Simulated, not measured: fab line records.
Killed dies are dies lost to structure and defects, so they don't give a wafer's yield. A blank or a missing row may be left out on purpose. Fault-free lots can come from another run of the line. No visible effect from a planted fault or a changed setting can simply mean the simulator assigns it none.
fab line records ; flow sky130
[record] lots = 13; wafers = 39; last_day = 50
route steps=708 shown LDD_LDN@293 RES_XHIGH@341 PAD_OPEN@708
lots untouched by any fault: they come from a run of this same line in which no faults occurred
start_h: start of the lot's first displayed wafer, in hours after the record's first day ; wait_h: how many hours have passed since the lot's step before this one ; " same as the row above ; L1.1+2: a row that stands for several wafers ; - either no value or no given start ; * or withheld: withheld ; < > ~ a bound
route shown NAME@n: a module of which the file shows steps, and the number in the route of the first ; usual: average and standard deviation across the fault-free wafers ; same: alike in all rows ; chamber/n: place in a boat ; sites: each site's reading ; _std_site: how widely they spread, as a standard deviation ; _edge_site: outer sites' mean less inner sites' ; radius_mm: for every site, how far away it sits from the centre of the wafer ; mask NAME#n: copy n ; behind: the most recent tool/chamber to have shaped the wafer ; hold: what put the lot on hold/how long, in hours/how the hold closed ; device: names the non-switching transistor (n, p or np) ; end of line: tests run on the same wafers once the route is complete ; a step without rows: its recipe alone ; killed: dies that structure and defects cost at the first sort, which is not the same as the wafer's yield ; map: a wafer's dies, marking killed ones x, the rest . and places with no die _
set.NAME: the run value of the setting; set.NAME@STEP: its run value at that earlier step ; model.NAME: the simulator's own value behind a step, which no gauge read
one table for each step of the route and one row for each wafer, over a sample of lots
services: the hour from which a tool's chamber was out of use, counted from the record's first day as start_h (under 0 if before that day), plus the number of hours and why
[[steps]]
[step SKY_LDD_LDN_EXPOSE_04]
[recipe] mask_id = LDNTM; na = 0.6; source_shape = conventional; sigma_outer = 0.6; polarization = unpolarized; target_cd_nm = 700; dose_mj = 140
lot.wafer;tool;chamber;start_h;wait_h;mask
L322.3+4+5;iline_stepper-02;0;506.37;-;LDNTM#0
L323.1+5+6;iline_stepper-02;0;516.31;-;LDNTM#0
L327.3+5+6;iline_stepper-02;0;575.34;-;LDNTM#0
L329.2+4+5;iline_stepper-02;0;594.65;-;LDNTM#0
L331.2+4+6;iline_stepper-01;0;614.29;-;LDNTM#0
L332.1+2+6;iline_stepper-01;0;616.43;-;LDNTM#0
L334.3+4+5;iline_stepper-01;0;619.40;-;LDNTM#0
L335.2+4+5;iline_stepper-02;0;626.90;-;LDNTM#0
L336.1+5+6;iline_stepper-01;0;639.03;-;URPM#0
L337.3+4+6;iline_stepper-01;0;641.65;-;LDNTM#0
L338.1+5+6;iline_stepper-02;0;642.13;-;LDNTM#0
L342.2+4+5;iline_stepper-01;0;694.95;-;LDNTM#0
L345.1+3+4;iline_stepper-02;0;704.96;-;LDNTM#0
[step SKY_LDD_LDN_OVL_MEAS_07]
[usual] LDD_LDN_OVL = -0.4/1.1
lot.wafer;tool;chamber;start_h;wait_h;LDD_LDN_OVL[nm]
L322.3;overlay-02;-;521.07;0.1;-1.0
L322.4;overlay-02;-;521.07;0.1;0.4
L322.5;overlay-02;-;521.07;0.1;0.4
L323.1;overlay-01;-;532.21;0.1;1.4
L323.5;overlay-01;-;532.21;0.1;0.4
L323.6;overlay-01;-;532.21;0.1;1.3
L327.3;overlay-02;-;590.47;0.1;-0.7
L327.5;overlay-02;-;590.47;0.1;-1.4
L327.6;overlay-02;-;590.47;0.1;-1.3
L329.2;overlay-01;-;608.02;0.1;-1.1
L329.4;overlay-01;-;608.02;0.1;-0.8
L329.5;overlay-01;-;608.02;0.1;-0.8
L331.2;overlay-02;-;629.02;0.1;-0.8
L331.4;overlay-02;-;629.02;0.1;-0.6
L331.6;overlay-02;-;629.02;0.1;-1.1
L332.1;overlay-01;-;630.60;0.1;2.0
L332.2;overlay-01;-;630.60;0.1;1.6
L332.6;overlay-01;-;630.60;0.1;2.1
L334.3;overlay-02;-;633.47;0.1;-0.2
L334.4;overlay-02;-;633.47;0.1;-0.8
L334.5;overlay-02;-;633.47;0.1;-0.3
L335.2;overlay-01;-;640.72;0.1;0.5
L335.4;overlay-01;-;640.72;0.1;0.4
L335.5;overlay-01;-;640.72;0.1;0.7
L336.1;overlay-02;-;653.31;0.1;-
L336.5;overlay-02;-;653.31;0.1;-
L336.6;overlay-02;-;653.31;0.1;-
L337.3;overlay-01;-;655.61;0.1;-0.7
L337.4;overlay-01;-;655.61;0.1;0.1
L337.6;overlay-01;-;655.61;0.1;0.5
L338.1;overlay-02;-;656.36;0.1;-0.6
L338.5;overlay-02;-;656.36;0.1;0.3
L338.6;overlay-02;-;656.36;0.1;0.9
L342.2;overlay-01;-;708.22;0.1;-0.1
L342.4;overlay-01;-;708.22;0.1;0.2
L342.5;overlay-01;-;708.22;0.1;0.2
L345.1;overlay-01;-;718.66;0.1;-1.4
L345.3;overlay-01;-;718.66;0.1;-2.6
L345.4;overlay-01;-;718.66;0.1;-0.1
[step SKY_LDD_LDN_TW_MEAS_13]
[usual] LDD_LDN_TW = 1487/9.9
lot.wafer;tool;chamber;start_h;wait_h;LDD_LDN_TW
L322.3;film_metro-04;-;521.82;0.1;1502
L322.4;film_metro-04;-;521.82;0.1;1491
L322.5;film_metro-04;-;521.82;0.1;1494
L323.1;film_metro-03;-;532.95;0.1;1484
L323.5;film_metro-03;-;532.95;0.1;1473
L323.6;film_metro-03;-;532.95;0.1;1478
L327.3;film_metro-02;-;591.22;0.1;1488
L327.5;film_metro-02;-;591.22;0.1;1489
L327.6;film_metro-02;-;591.22;0.1;1483
L329.2;film_metro-03;-;608.76;0.1;1477
L329.4;film_metro-03;-;608.76;0.1;1481
L329.5;film_metro-03;-;608.76;0.1;1474
L331.2;film_metro-03;-;629.76;0.1;1475
L331.4;film_metro-03;-;629.76;0.1;1479
L331.6;film_metro-03;-;629.76;0.1;1479
L332.1;film_metro-03;-;631.34;0.1;1472
L332.2;film_metro-03;-;631.34;0.1;1477
L332.6;film_metro-03;-;631.34;0.1;1486
L334.3;film_metro-02;-;634.22;0.1;1474
L334.4;film_metro-02;-;634.22;0.1;1483
L334.5;film_metro-02;-;634.22;0.1;1478
L335.2;film_metro-02;-;641.48;0.1;1480
L335.4;film_metro-02;-;641.48;0.1;1470
L335.5;film_metro-02;-;641.48;0.1;1473
L336.1;film_metro-04;-;654.04;0.1;30
L336.5;film_metro-04;-;654.04;0.1;30
L336.6;film_metro-04;-;654.04;0.1;31
L337.3;film_metro-02;-;656.36;0.1;1496
L337.4;film_metro-02;-;656.36;0.1;1490
L337.6;film_metro-02;-;656.36;0.1;1498
L338.1;film_metro-02;-;657.09;0.1;1497
L338.5;film_metro-02;-;657.09;0.1;1497
L338.6;film_metro-02;-;657.09;0.1;1495
L342.2;film_metro-02;-;708.96;0.1;1495
L342.4;film_metro-02;-;708.96;0.1;1488
L342.5;film_metro-02;-;708.96;0.1;1494
L345.1;film_metro-02;-;719.40;0.1;1484
L345.3;film_metro-02;-;719.40;0.1;1488
L345.4;film_metro-02;-;719.40;0.1;1487
[step SKY_RES_XHIGH_TW_MEAS_09]
[usual] RES_XHIGH_TW = 1636/15
lot.wafer;tool;chamber;start_h;wait_h;RES_XHIGH_TW
L322.3;film_metro-03;-;622.37;0.1;1642
L322.4;film_metro-03;-;622.37;0.1;1645
L322.5;film_metro-03;-;622.37;0.1;1641
L323.1;film_metro-03;-;625.47;0.1;1643
L323.5;film_metro-03;-;625.47;0.1;1637
L323.6;film_metro-03;-;625.47;0.1;1635
L327.3;film_metro-01;-;678.22;0.1;1620
L327.5;film_metro-01;-;678.22;0.1;1622
L327.6;film_metro-01;-;678.22;0.1;1624
L329.2;film_metro-02;-;696.77;0.1;1650
L329.4;film_metro-02;-;696.77;0.1;1649
L329.5;film_metro-02;-;696.77;0.1;1635
L331.2;film_metro-01;-;720.31;0.1;1628
L331.4;film_metro-01;-;720.31;0.1;1619
L331.6;film_metro-01;-;720.31;0.1;1606
L332.1;film_metro-01;-;720.60;0.1;1617
L332.2;film_metro-01;-;720.60;0.1;1620
L332.6;film_metro-01;-;720.60;0.1;1617
L334.3;film_metro-03;-;727.28;0.1;1640
L334.4;film_metro-03;-;727.28;0.1;1638
L334.5;film_metro-03;-;727.28;0.1;1645
L335.2;film_metro-02;-;731.98;0.1;1661
L335.4;film_metro-02;-;731.98;0.1;1659
L335.5;film_metro-02;-;731.98;0.1;1654
L336.1;film_metro-02;-;740.80;0.1;1931
L336.5;film_metro-02;-;740.80;0.1;1943
L336.6;film_metro-02;-;740.80;0.1;1936
L337.3;film_metro-03;-;741.72;0.1;1638
L337.4;film_metro-03;-;741.72;0.1;1647
L337.6;film_metro-03;-;741.72;0.1;1640
L338.1;film_metro-02;-;742.12;0.1;1651
L338.5;film_metro-02;-;742.12;0.1;1657
L338.6;film_metro-02;-;742.12;0.1;1654
L342.2;film_metro-03;-;792.37;0.1;1657
L342.4;film_metro-03;-;792.37;0.1;1653
L342.5;film_metro-03;-;792.37;0.1;1643
L345.1;film_metro-01;-;802.40;0.1;1628
L345.3;film_metro-01;-;802.40;0.1;1628
L345.4;film_metro-01;-;802.40;0.1;1626
[step SKY_PAD_OPEN_PROBE_99]
[usual] killed_at_M0_to_M3 = 43/6.8; killed_at_M4_up = 3.0/1.8; killed_at_contacts = 23/5.4; killed_at_front_end = 15/4.4; killed_at_other = 0.3/0.51; killed_dies = 85/9.2; killed_on_rim = 17/3.7; killed_open = 47/6.8; killed_short = 39/6.8
[same] gross_dies = 492; killed_at_back_side = 0
lot.wafer;tool;chamber;start_h;wait_h;killed_at_M0_to_M3;killed_at_M4_up;killed_at_contacts;killed_at_front_end;killed_at_other;killed_dies;killed_on_rim;killed_open;killed_short
L329.2;prober-01;-;1130.83;0.1;41;2;25;13;1;82;18;40;42
L329.4;prober-01;-;1130.93;0.2;51;0;26;9;0;86;17;56;30
L329.5;prober-01;-;1130.98;0.2;33;5;28;10;0;76;13;46;30
L335.2;prober-01;-;1155.89;0.1;42;5;29;9;0;85;18;42;42
L335.4;prober-01;-;1155.99;0.2;46;2;34;19;0;101;21;56;45
L335.5;prober-01;-;1156.04;0.2;36;2;36;9;1;84;19;43;40
L336.1;prober-02;-;1162.78;0.1;39;2;30;421;0;492;96;52;37
L336.5;prober-02;-;1162.98;0.2;53;2;29;407;1;492;96;60;41
L336.6;prober-02;-;1163.03;0.2;32;4;12;443;1;492;96;37;29
L337.3;prober-01;-;1163.48;0.2;42;3;19;27;0;91;23;41;50
L337.4;prober-01;-;1163.53;0.2;40;1;19;20;0;80;18;45;35
L337.6;prober-01;-;1163.63;0.2;47;2;23;21;0;93;17;55;38
L342.2;prober-02;-;1191.59;0.1;36;4;27;19;1;87;21;41;46
L342.4;prober-02;-;1191.69;0.2;42;4;19;20;0;85;13;50;35
L342.5;prober-02;-;1191.74;0.2;40;2;24;14;0;80;15;54;26
L345.1;prober-01;-;1199.54;0.1;54;2;37;10;0;103;28;60;43
L345.3;prober-01;-;1199.64;0.2;54;4;27;13;0;98;15;58;40
L345.4;prober-01;-;1199.69;0.2;52;3;17;20;0;92;15;43;49
// killed by level:class
L329.2 CONTACT:geometric_particle:open=10 VIA1:geometric_particle:open=10 VIA3:geometric_particle:open=6 POLY_GATE:geometric_particle:short=5 LI_CONTACT:geometric_particle:short=5 VIA2:geometric_particle:short=5 FIELD_ISO:geometric_particle:open=4 VIA1:geometric_particle:short=4
L329.4 VIA3:geometric_particle:open=14 LI_CONTACT:geometric_particle:open=10 VIA1:geometric_particle:open=8 VIA2:geometric_particle:open=7 CONTACT:geometric_particle:open=6 LOCAL_INTERCONNECT:geometric_particle:short=5 METAL2:geometric_particle:short=5 FIELD_ISO:geometric_particle:short=4
L329.5 CONTACT:geometric_particle:open=15 VIA1:geometric_particle:open=12 POLY_GATE:geometric_particle:short=5 LI_CONTACT:geometric_particle:open=5 VIA2:geometric_particle:open=5 METAL2:geometric_particle:short=4 CONTACT:geometric_particle:short=4 METAL4:geometric_particle:short=4
L335.2 LI_CONTACT:geometric_particle:open=9 VIA3:geometric_particle:open=8 VIA1:geometric_particle:open=8 LI_CONTACT:geometric_particle:short=7 VIA2:geometric_particle:open=7 CONTACT:geometric_particle:open=6 VIA3:geometric_particle:short=5 FIELD_ISO:geometric_particle:short=4
L335.4 CONTACT:geometric_particle:open=17 METAL1:geometric_particle:short=8 VIA3:geometric_particle:open=7 VIA1:geometric_particle:open=7 LI_CONTACT:geometric_particle:open=7 POLY_GATE:geometric_particle:short=6 POLY_GATE:geometric_particle:open=6 METAL2:geometric_particle:short=6
L335.5 VIA3:geometric_particle:open=9 LI_CONTACT:geometric_particle:open=9 CONTACT:geometric_particle:open=8 LOCAL_INTERCONNECT:geometric_particle:short=6 CONTACT:geometric_particle:short=6 LI_CONTACT:geometric_particle:short=5 VIA1:geometric_particle:open=5 VIA1:geometric_particle:short=4
L336.1 LDD_LDN:area_expose=403 CONTACT:geometric_particle:open=14 VIA1:geometric_particle:open=12 POLY_GATE:geometric_particle:open=6 LOCAL_INTERCONNECT:geometric_particle:short=6 METAL2:geometric_particle:short=6 CONTACT:geometric_particle:short=6 FIELD_ISO:geometric_particle:open=5
L336.5 LDD_LDN:area_expose=391 VIA1:geometric_particle:open=15 CONTACT:geometric_particle:open=11 METAL2:geometric_particle:short=10 VIA2:geometric_particle:open=7 LI_CONTACT:geometric_particle:open=6 VIA3:geometric_particle:open=6 FIELD_ISO:geometric_particle:open=5
L336.6 LDD_LDN:area_expose=426 VIA1:geometric_particle:open=8 POLY_GATE:geometric_particle:short=5 LI_CONTACT:geometric_particle:open=4 FIELD_ISO:geometric_particle:open=4 VIA1:geometric_particle:short=4 METAL2:geometric_particle:open=4 VIA2:geometric_particle:open=4
L337.3 POLY_GATE:geometric_particle:short=9 CONTACT:geometric_particle:open=9 VIA1:geometric_particle:open=7 VIA1:geometric_particle:short=7 METAL2:geometric_particle:short=7 VIA2:geometric_particle:open=6 METAL1:geometric_particle:short=6 FIELD_ISO:geometric_particle:short=5
L337.4 VIA1:geometric_particle:open=9 CONTACT:geometric_particle:open=9 VIA2:geometric_particle:open=7 FIELD_ISO:geometric_particle:open=6 METAL1:geometric_particle:short=6 POLY_GATE:geometric_particle:open=4 POLY_GATE:geometric_particle:short=4 VIA3:geometric_particle:open=4
L337.6 VIA1:geometric_particle:open=13 CONTACT:geometric_particle:open=13 LI_CONTACT:geometric_particle:open=6 METAL1:geometric_particle:short=6 POLY_GATE:geometric_particle:open=5 POLY_GATE:geometric_particle:short=5 VIA3:geometric_particle:short=5 VIA3:geometric_particle:open=5
L342.2 CONTACT:geometric_particle:open=12 METAL2:geometric_particle:short=8 LI_CONTACT:geometric_particle:open=6 VIA1:geometric_particle:open=6 CONTACT:geometric_particle:short=5 METAL1:geometric_particle:short=5 FIELD_ISO:geometric_particle:open=4 POLY_GATE:geometric_particle:short=4
L342.4 VIA1:geometric_particle:open=13 POLY_GATE:geometric_particle:open=7 CONTACT:geometric_particle:open=7 METAL2:geometric_particle:short=6 VIA3:geometric_particle:open=6 POLY_GATE:geometric_particle:short=5 VIA2:geometric_particle:open=5 VIA1:geometric_particle:short=4
L342.5 VIA1:geometric_particle:open=12 CONTACT:geometric_particle:open=10 VIA2:geometric_particle:open=7 VIA3:geometric_particle:open=7 POLY_GATE:geometric_particle:open=5 LI_CONTACT:geometric_particle:open=5 METAL1:geometric_particle:short=5 FIELD_ISO:geometric_particle:open=3
L345.1 LI_CONTACT:geometric_particle:open=12 VIA2:geometric_particle:open=12 CONTACT:geometric_particle:open=12 VIA1:geometric_particle:open=8 VIA3:geometric_particle:open=8 CONTACT:geometric_particle:short=7 VIA1:geometric_particle:short=6 VIA2:geometric_particle:short=6
L345.3 VIA1:geometric_particle:open=14 CONTACT:geometric_particle:open=13 VIA3:geometric_particle:open=7 METAL2:geometric_particle:short=6 LI_CONTACT:geometric_particle:short=6 METAL1:geometric_particle:short=6 VIA2:geometric_particle:open=6 LI_CONTACT:geometric_particle:open=4
L345.4 VIA1:geometric_particle:open=12 FIELD_ISO:geometric_particle:open=8 VIA1:geometric_particle:short=8 CONTACT:geometric_particle:open=7 METAL1:geometric_particle:short=6 FIELD_ISO:geometric_particle:short=5 VIA2:geometric_particle:short=5 METAL2:geometric_particle:short=5
[[services]]
tool;chamber;start_h;hours;kind
iline_stepper-01;-;525.56;21.2;repair
iline_stepper-01;-;594.51;2.1;pm
iline_stepper-01;-;596.60;-;consumable_replace:lamp
iline_stepper-01;-;605.52;1.7;pm
iline_stepper-02;-;612.28;6.0;repair
iline_stepper-02;-;673.03;2.1;pm
iline_stepper-02;-;675.12;-;consumable_replace:lamp
iline_stepper-02;-;683.18;1.7;pm
iline_stepper-01;-;697.35;6.2;repair
[[key]]
[first_sign] step = SKY_LDD_LDN_EXPOSE_04; reading = mask; direction = changed
[effect] step = SKY_LDD_LDN_OVL_MEAS_07; reading = LDD_LDN_OVL; direction = missing
[effect] step = SKY_LDD_LDN_TW_MEAS_13; reading = LDD_LDN_TW; direction = down; sigmas = 99+; usual = 1487; struck = 30
[effect] step = SKY_RES_XHIGH_TW_MEAS_09; reading = RES_XHIGH_TW; direction = up; sigmas = 20; usual = 1636; struck = 1937
[effect] step = SKY_PAD_OPEN_PROBE_99; reading = killed_at_front_end; direction = up; sigmas = 92; usual = 15; struck = 424
[more_kills_born_at] SKY_LDD_LDN_EXPOSE_04@iline_stepper-01 = 1220
met_at SKY_LDD_LDN_EXPOSE_04
struck_lots L336
tester_left_out L336
onset_between 619.40 639.03
[fault] kind = wrong_mask; tool = any; chamber = -; onset_h = 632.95; steps = SKY_LDD_LDN_EXPOSE_04; aux_copy = URPM#0; scope = struck_lots_only
// tester_left_out: of these lots the tester's yield and bins aren't shown, on N5 and GAA mostly nor the transistor test; their killed dies are dies lost to structure and defects alone, not to doping, threshold or leakage, so they don't give the yield
